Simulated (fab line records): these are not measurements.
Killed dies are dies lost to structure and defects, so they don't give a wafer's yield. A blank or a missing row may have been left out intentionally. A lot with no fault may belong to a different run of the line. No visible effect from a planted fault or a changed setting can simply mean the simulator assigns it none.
Chamber matching / flow sfqLine / cmp-01 running SFQ_TRILAYER_I7_CMP_CMP_184: 4 sister chambers
The step polishes SiO2. 16 wafers are shown with their chamber, then 8 later ones without.

== WAFERS PAIRED WITH THEIR CHAMBERS ==
wafer=L714.3; chamber=3; motorCurrentA (A)=10.7; timeToEndpointS (s)=203; edgeZonePressureFrac=1.000
wafer=L714.4; chamber=1; motorCurrentA (A)=10.2; timeToEndpointS (s)=225; edgeZonePressureFrac=0.988
wafer=L714.6; chamber=2; motorCurrentA (A)=10.5; timeToEndpointS (s)=220; edgeZonePressureFrac=1.000
wafer=L716.2; chamber=3; motorCurrentA (A)=10.4; timeToEndpointS (s)=203; edgeZonePressureFrac=0.996
wafer=L716.4; chamber=0; motorCurrentA (A)=9.4; timeToEndpointS (s)=225; edgeZonePressureFrac=1.001
wafer=L716.1; chamber=2; motorCurrentA (A)=10.7; timeToEndpointS (s)=205; edgeZonePressureFrac=0.999
wafer=L718.2; chamber=1; motorCurrentA (A)=10.6; timeToEndpointS (s)=220; edgeZonePressureFrac=1.001
wafer=L718.3; chamber=3; motorCurrentA (A)=11.0; timeToEndpointS (s)=205; edgeZonePressureFrac=1.003
wafer=L718.4; chamber=0; motorCurrentA (A)=9.1; timeToEndpointS (s)=223; edgeZonePressureFrac=1.001
wafer=L719.2; chamber=2; motorCurrentA (A)=10.6; timeToEndpointS (s)=208; edgeZonePressureFrac=1.009
wafer=L719.4; chamber=0; motorCurrentA (A)=9.5; timeToEndpointS (s)=219; edgeZonePressureFrac=0.998
wafer=L719.5; chamber=1; motorCurrentA (A)=10.9; timeToEndpointS (s)=222; edgeZonePressureFrac=1.001
wafer=L721.2; chamber=2; motorCurrentA (A)=10.5; timeToEndpointS (s)=214; edgeZonePressureFrac=1.006
wafer=L721.4; chamber=0; motorCurrentA (A)=9.3; timeToEndpointS (s)=225; edgeZonePressureFrac=0.998
wafer=L721.6; chamber=3; motorCurrentA (A)=10.4; timeToEndpointS (s)=211; edgeZonePressureFrac=1.000
wafer=L722.1; chamber=1; motorCurrentA (A)=10.7; timeToEndpointS (s)=223; edgeZonePressureFrac=1.003

SIGNATURES (means of the wafers above)
reading=motorCurrentA; chamber 0=9.325; chamber 1=10.600; chamber 2=10.575; chamber 3=10.625; scatter within a chamber=0.228
reading=timeToEndpointS; chamber 0=223.00; chamber 1=222.50; chamber 2=211.75; chamber 3=205.50; scatter within a chamber=4.21
reading=edgeZonePressureFrac; chamber 0=0.99950; chamber 1=0.99825; chamber 2=1.00350; chamber 3=0.99975; scatter within a chamber=0.00452
Rule: for a wafer and a chamber, the distance is found by dividing, reading by reading, the gap between the wafer's reading and the chamber's mean by the reading's scatter, squaring, summing and taking the root. If the next closest chamber is less than 2 further off than the closest, the wafer can't be placed; otherwise it belongs to the closest. How the scatter is found: for the shown wafers, subtract from each reading the mean of its chamber, square and add these, divide the total by (wafers less chambers), then take the root.

== WAFERS WHOSE CHAMBER IS MISSING ==
wafer=L722.4; motorCurrentA (A)=10.7; timeToEndpointS (s)=223; edgeZonePressureFrac=1.002
wafer=L722.3; motorCurrentA (A)=9.1; timeToEndpointS (s)=223; edgeZonePressureFrac=0.998
wafer=L729.1; motorCurrentA (A)=10.8; timeToEndpointS (s)=199; edgeZonePressureFrac=1.012
wafer=L729.2; motorCurrentA (A)=9.5; timeToEndpointS (s)=210; edgeZonePressureFrac=0.995
wafer=L729.5; motorCurrentA (A)=10.7; timeToEndpointS (s)=211; edgeZonePressureFrac=0.998
wafer=L730.1; motorCurrentA (A)=10.9; timeToEndpointS (s)=221; edgeZonePressureFrac=0.999
wafer=L730.2; motorCurrentA (A)=9.4; timeToEndpointS (s)=216; edgeZonePressureFrac=1.005
wafer=L730.5; motorCurrentA (A)=9.9; timeToEndpointS (s)=218; edgeZonePressureFrac=1.001

== EACH ONE'S CHAMBER ==
wafer=L722.4; from the rows above=can't be placed: 1 or 2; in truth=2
wafer=L722.3; from the rows above=0; in truth=0
wafer=L729.1; from the rows above=can't be placed: 3 or 2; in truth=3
wafer=L729.2; from the rows above=can't be placed: 0 or 2 or 3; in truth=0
wafer=L729.5; from the rows above=can't be placed: 2 or 3 or 1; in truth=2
wafer=L730.1; from the rows above=can't be placed: 1 or 2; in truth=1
wafer=L730.2; from the rows above=0; in truth=0
wafer=L730.5; from the rows above=can't be placed: 0 or 1 or 2 or 3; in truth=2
2 of 8 placed correctly. Not placeable from these rows: 6 (in 6, the candidates include the true chamber). Wrongly placed: 0.
